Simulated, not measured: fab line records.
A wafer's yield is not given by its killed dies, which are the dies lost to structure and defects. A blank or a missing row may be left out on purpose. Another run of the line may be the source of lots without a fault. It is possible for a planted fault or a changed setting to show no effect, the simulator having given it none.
Which tool did it? | flow sky130 | 13 lots with 38 wafers sampled at 2 steps, on a route of 708 steps

WHAT THE GAUGES SHOWED, per wafer
Not one reading of a measure or inspect step in the record can be checked against a usual standard deviation.

EACH LOT AND THE TOOL THAT RAN IT (in order: tool; ch and the chambers of the sampled wafers; start)
lot  | SKY_VIA1_CMP_02               | SKY_PAD_OPEN_PROBE_99
L500 | cmp-02 ch 0,1, day 32 18:51   | prober-02, day 45 19:49
L503 | cmp-01 ch 0,1, day 33 10:53   | prober-01, day 46 04:19
L504 | cmp-02 ch 0,1,3, day 34 02:25 | prober-02, day 46 18:38
L505 | cmp-02 ch 0,1, day 34 12:10   | prober-01, day 47 00:32
L509 | cmp-02 ch 3, day 35 19:39     | prober-01, day 48 03:35
L515 | cmp-01 ch 0,2, day 37 19:31   | prober-01, day 49 17:43
L516 | cmp-01 ch 1,2, day 37 23:26   | prober-02, day 49 19:22
L517 | cmp-02 ch 0,1, day 38 11:46   | prober-01, day 49 21:16
L520 | cmp-02 ch 1,2, day 38 22:40   | prober-01, day 50 05:01
L519 | cmp-02 ch 2,3, day 39 01:49   | prober-02, day 50 08:28
L521 | cmp-01 ch 1,2,3, day 39 03:40 | prober-01, day 50 09:22
L522 | cmp-02 ch 0,1,2, day 39 13:45 | prober-02, day 50 18:11
L523 | cmp-02 ch 0,1, day 39 16:58   | prober-01, day 50 20:28
- SKY_VIA1_CMP_02: polishes SiO2.
- SKY_PAD_OPEN_PROBE_99

AS READ BY THE TOOLS THEMSELVES (means over the sampled wafers that have a number; for cases with no such wafer, the mark the record gives instead)
SKY_VIA1_CMP_02. Usual: 12.2 A for motor current A, sd 1.4.
lot  | tool   | motor current A (A) | flag
L500 | cmp-02 | 12.1                |
L503 | cmp-01 | 12.8                |
L504 | cmp-02 | 11.0                |
L505 | cmp-02 | 11.9                |
L509 | cmp-02 | 10.4                |
L515 | cmp-01 | 11.9                |
L516 | cmp-01 | 12.3                |
L517 | cmp-02 | 11.8                |
L520 | cmp-02 | 12.1                |
L519 | cmp-02 | 12.7                |
L521 | cmp-01 | 11.5                |
L522 | cmp-02 | 12.5                |
L523 | cmp-02 | 11.8                |

SKY_PAD_OPEN_PROBE_99. Usual: defect limited yield 82.7 %, standard deviation 1.8; killed_at_M0_to_M3 44, standard deviation 6.8; killed_at_M4_up 3.2, standard deviation 1.7; killed at contacts 24, standard deviation 4.9; killed at front end 14, standard deviation 4.1; killed at other 0.2, standard deviation 0.51; killed dies 85, standard deviation 8.7; killed on rim 16, standard deviation 4; killed open 46, standard deviation 6.8; killed short 39, standard deviation 6.1.
lot  | tool      | defect limited yield (%) | killed_at_M0_to_M3 | killed_at_M4_up | killed at contacts | killed at front end | killed at other | killed dies | killed on rim | killed open | killed short | flag
L500 | prober-02 | 83.1                     | 43                 | 3.3             | 27                 | 10                  | 0.0             | 83          | 17            | 46          | 37           |
L503 | prober-01 | 83.1                     | 37                 | 4.0             | 24                 | 19                  | 0.0             | 83          | 16            | 45          | 38           |
L504 | prober-02 | 81.8                     | 43                 | 3.7             | 26                 | 17                  | 0.3             | 90          | 20            | 48          | 41           |
L505 | prober-01 | 82.1                     | 52                 | 2.7             | 23                 | 10                  | 0.7             | 88          | 20            | 49          | 39           |
L509 | prober-01 | 7.3                      | 417                | 3.0             | 25                 | 11                  | 0.0             | 456         | 96            | 40          | 38           | OFF
L515 | prober-01 | 81.6                     | 44                 | 3.0             | 26                 | 18                  | 0.0             | 91          | 18            | 49          | 42           |
L516 | prober-02 | 84.9                     | 34                 | 4.0             | 18                 | 19                  | 0.0             | 74          | 18            | 36          | 38           |
L517 | prober-01 | 80.7                     | 52                 | 5.7             | 23                 | 13                  | 1.0             | 95          | 21            | 48          | 47           |
L520 | prober-01 | 81.3                     | 42                 | 4.7             | 32                 | 14                  | 0.0             | 92          | 15            | 54          | 38           |
L519 | prober-02 | 83.2                     | 46                 | 0.7             | 23                 | 13                  | 0.3             | 83          | 13            | 41          | 41           |
L521 | prober-01 | 81.8                     | 48                 | 3.0             | 24                 | 15                  | 0.3             | 90          | 18            | 52          | 37           |
L522 | prober-02 | 82.5                     | 46                 | 3.3             | 25                 | 12                  | 0.0             | 86          | 19            | 48          | 38           |
L523 | prober-01 | 83.3                     | 42                 | 0.7             | 23                 | 16                  | 0.0             | 82          | 15            | 40          | 42           |

THE ANSWER, worked out from the rows above alone
Rule: a lot counts as off when the mean over its wafers that have a number is more than 3 standard deviations away from the usual mean. A lot without any number at a reading at which 4 lots or more have one is off too. The other lots that the step has rows for count as sound. Order of review: gauges by route order, followed by the tools' own readings, for which a lot's mean as printed above is used. At the first step where some lot is off, the reading lying furthest off is the one used; lots without a number count as furthest.
Off, at SKY_PAD_OPEN_PROBE_99 on killed_at_M0_to_M3: L509.
If a tool, at that step or one of the process steps before it, ran each lot that is off and ran no sound lot following the first of them, it fits. Not one of the candidates tried fits.

WHAT HAD BEEN PUT IN BY THE SIMULATOR
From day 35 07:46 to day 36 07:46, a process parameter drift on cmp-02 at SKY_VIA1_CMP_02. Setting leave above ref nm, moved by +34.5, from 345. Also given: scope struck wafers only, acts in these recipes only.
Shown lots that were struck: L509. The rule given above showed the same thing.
